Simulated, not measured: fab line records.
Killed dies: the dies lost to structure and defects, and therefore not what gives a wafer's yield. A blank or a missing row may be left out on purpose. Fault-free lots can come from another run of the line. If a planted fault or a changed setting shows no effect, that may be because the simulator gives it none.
Which tool was responsible?	flow gf180mcu	7 lots with 21 wafers sampled at 3 steps, on a route of 602 steps

## WHAT THE GAUGES READ, wafer by wafer
GF_MVSD_TW_MEAS_11.
lot	measured	on	MVSD_TW
L605	day 4 23:58	filmMetro-01	1603 1618 1620
L608	day 5 18:13	filmMetro-03	1619 1617 1618
L610	day 6 04:10	filmMetro-01	1602 1599 1600
L613	day 6 20:13	filmMetro-03	31 31 31
L615	day 7 09:44	filmMetro-04	30 30 30
L621	day 8 21:28	filmMetro-01	1602 1600 1611
L623	day 9 05:28	filmMetro-04	1577 1562 1575

## EACH LOT AND THE TOOL THAT RAN IT (in order: tool; ch and the chambers of the sampled wafers; start)
lot	GF_LVPWELL_STRIP_10	GF_MVSD_STRIP_10
L605	plasmaAsher-01 ch 0,1, day 4 10:04	plasmaAsher-01 ch 0,1, day 4 23:52
L608	plasmaAsher-02 ch 0,1, day 5 02:37	plasmaAsher-02 ch 0,1, day 5 18:07
L610	plasmaAsher-02 ch 0,1, day 5 13:19	plasmaAsher-01 ch 0,1, day 6 04:04
L613	plasmaAsher-01 ch 0,1, day 6 05:01	plasmaAsher-02 ch 0,1, day 6 20:07
L615	plasmaAsher-02 ch 0,1, day 6 17:45	plasmaAsher-01 ch 0,1, day 7 09:38
L621	plasmaAsher-03 ch 0,1, day 8 03:54	plasmaAsher-01 ch 0,1, day 8 21:22
L623	plasmaAsher-01 ch 0,1, day 8 12:43	plasmaAsher-01 ch 0,1, day 9 05:22
- GF_LVPWELL_STRIP_10: strips in O2/N2.
- GF_MVSD_STRIP_10: strips in O2/N2.

## THE ANSWER, worked out from the rows above alone
Rule: the lots themselves supply what counts as usual. The widest of any qualifying gaps counts: lots, ordered by their means at a reading, are off when they make up no more than a third of the lots, leave a main group of 4 or more, and stand apart from it by 3 or more times the standard deviation of that group's means. The tables above print the reading to a certain number of digits; a main group whose means all agree to those digits is not used. A lot without any number at a reading at which 4 lots or more have one is off too. Where the step has rows for the other lots, those lots are counted as sound.
Off: at GF_MVSD_TW_MEAS_11 (MVSD_TW), L613, L615. Main group: mean 1602, sd 16.
If a tool, at a process step before that reading, ran all the lots that are off and no sound lot after the first of them, it fits. The gauges at GF_MVSD_TW_MEAS_11 are tried like those tools. Of those tried, none fits.

## WHAT THE SIMULATOR HAD PUT IN
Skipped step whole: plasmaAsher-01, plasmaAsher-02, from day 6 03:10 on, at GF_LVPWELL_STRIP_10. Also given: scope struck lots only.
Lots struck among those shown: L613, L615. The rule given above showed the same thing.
